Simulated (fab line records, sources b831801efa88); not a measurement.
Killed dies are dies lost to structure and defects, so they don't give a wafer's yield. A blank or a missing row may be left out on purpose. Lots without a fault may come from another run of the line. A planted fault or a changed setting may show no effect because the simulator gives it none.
Problem report in the 8D (eight disciplines) form, filled by code | flow gf180mcu | the parts of the form that need people (team, actions taken, sign-off) are left out

1. THE PROBLEM
developer_temp_C at GF_V2_DEVELOP_13 reads a mean of 20.10 C on 6 wafers of 2 lots; wafers without a fault read 20.99 C with a standard deviation of 0.1. That is -8.9 standard deviations from the usual mean.
The step: develop time 60 s.
First seen on wafer L562.2, day 25 03:20, on litho_track-02. The record holds 39 wafers of 13 lots with a number at this step. Rule for "out", or "out of limits": more than 4 standard deviations from the usual mean. The other wafers with a number count as sound.

2. WHAT IT IS AND WHAT IT IS NOT
question                    | is                     | is not
which readings at this step | developer_temp_C       | -
which lots                  | L562, L563             | L549, L550, L551, L554, L555, L557, L558, L561, L569, L570, L572
which wafers of those lots  | all that have a number | -
read on which tools         | litho_track-02         | litho_track-03
when                        | from day 25 03:20      | up to then (24 sound wafers); but 9 sound wafers of L569, L570, L572 came after

3. SUSPECTS, AND WHAT RULES EACH OUT
Counting: a tool at a process step up to the reading stays a suspect if it ran every lot that is out and no sound lot after the first of them.
- cmp-02 at GF_V1_CMP_26 (polishes, stops on SiO2, t overpolish 15 s, target thk 0 nm): ruled out as a lasting fault. Sound lots L570 ran on it after its first lot that is out, L562 (day 23 05:37).
- litho_track-02 at GF_V2_DEVELOP_13 (develop time 60 s): kept. It ran every lot that is out, first L562 (day 25 03:20), and no sound lot after that; its last sound lot up to then is L561 (day 24 11:46). Its own readings are out on those wafers: developer_temp_C.
Left after counting: litho_track-02 at GF_V2_DEVELOP_13.

4. THE CAUSE (what the simulator had put in)
Process parameter drift: litho_track-02, from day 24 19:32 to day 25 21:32, at GF_V2_DEVELOP_13. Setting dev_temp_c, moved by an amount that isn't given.
Counting left only this tool.

5. THE CHAIN OF EFFECTS, in route order
Each row: a reading whose mean over the struck wafers that have a number lies more than 3 standard deviations from the usual. Only readings for which the record gives a usual standard deviation are gone through. hours: the time from each lot's start at the first step in this table that gives one to its start at this step, as a median over the lots. sigmas: the change in usual standard deviations.
hours | step             | reading          | usual   | on struck wafers | change | sigmas
0     | GF_V2_DEVELOP_13 | developer_temp_C | 20.99 C | 20.10            | -0.89  | -8.9
The process steps in it:
- GF_V2_DEVELOP_13: develop time 60 s.

6. WHAT WOULD HAVE CAUGHT IT SOONER
In this record the first reading out of limits was taken at day 25 03:20, 8 hours after the fault began at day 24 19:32.
